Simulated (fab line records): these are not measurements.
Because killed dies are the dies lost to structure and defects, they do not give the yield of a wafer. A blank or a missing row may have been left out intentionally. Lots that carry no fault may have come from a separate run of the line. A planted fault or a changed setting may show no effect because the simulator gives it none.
Which tool did it? | flow sfq-line | 9 lots (27 wafers sampled), 1 step of a 325-step route

== WHAT EACH GAUGE READ, for each wafer ==
No reading from a measuring or inspecting step in the record can be judged against a usual standard deviation.

== EACH LOT AND THE TOOL THAT RAN IT (in order: tool; ch and the chambers of the sampled wafers; start) ==
lot  | SFQ_TRILAYER_L0_BARC_OPEN_METAL_ETCH_010
L875 | rie-metal-01 ch 0,1, day 2 13:13
L876 | rie-metal-03 ch 0, day 2 16:52
L877 | rie-metal-04 ch 0,1, day 2 22:50
L878 | rie-metal-01 ch 0,1, day 3 06:01
L879 | rie-metal-01 ch 0,1, day 3 10:49
L880 | rie-metal-03 ch 0,1, day 3 14:25
L881 | rie-metal-03 ch 0,1, day 3 22:23
L882 | rie-metal-03 ch 0,1, day 4 04:25
L883 | rie-metal-04 ch 0,1, day 4 09:11
- SFQ_TRILAYER_L0_BARC_OPEN_METAL_ETCH_010: etches BARC in O2, target depth 125 nm, time 41.7 s.

== AS READ BY THE TOOLS THEMSELVES (means over the sampled wafers that have a number; for cases with no such wafer, the mark the record gives instead) ==
SFQ_TRILAYER_L0_BARC_OPEN_METAL_ETCH_010. Usual: drypump-motor-current-A 5.3 A, standard deviation 0.36; oes-product-au 0.685 a.u., standard deviation 0.0046; run-length-s 69.7 s, standard deviation 0.67.
lot  | tool         | drypump-motor-current-A (A) | oes-product-au (a.u.) | run-length-s (s) | flag
L875 | rie-metal-01 | 5.5                         | 0.683                 | 69.5             |
L876 | rie-metal-03 | 4.7                         | 0.686                 | 69.5             |
L877 | rie-metal-04 | 5.3                         | 0.685                 | 70.0             |
L878 | rie-metal-01 | 5.3                         | 0.682                 | 69.5             |
L879 | rie-metal-01 | 5.5                         | 0.684                 | 69.5             |
L880 | rie-metal-03 | 5.4                         | 0.819                 | 60.3             | OFF
L881 | rie-metal-03 | 5.4                         | 0.815                 | 60.0             | OFF
L882 | rie-metal-03 | 5.4                         | 0.814                 | 59.8             | OFF
L883 | rie-metal-04 | 5.2                         | 0.818                 | 60.2             | OFF

== THE ANSWER, worked out from the rows above alone ==
Rule: a lot counts as off when the mean over its wafers that have a number is more than 3 standard deviations away from the usual mean. A lot without any number at a reading at which 4 lots or more have one is off too. Where the step has rows for the other lots, those lots are counted as sound. The gauges are gone through in route order, then the tools' own readings, and for those a lot's mean is taken as printed above. At the first step where some lot is off, the reading lying furthest off is the one used; lots without a number count as furthest.
Off: L880, L881, L882, L883 (SFQ_TRILAYER_L0_BARC_OPEN_METAL_ETCH_010, oes-product-au).
A tool fits if, at that step or a process step before it, it ran every lot that is off, and no sound lot after the first of them. None of those tried fits.

== WHAT HAD BEEN PUT IN BY THE SIMULATOR ==
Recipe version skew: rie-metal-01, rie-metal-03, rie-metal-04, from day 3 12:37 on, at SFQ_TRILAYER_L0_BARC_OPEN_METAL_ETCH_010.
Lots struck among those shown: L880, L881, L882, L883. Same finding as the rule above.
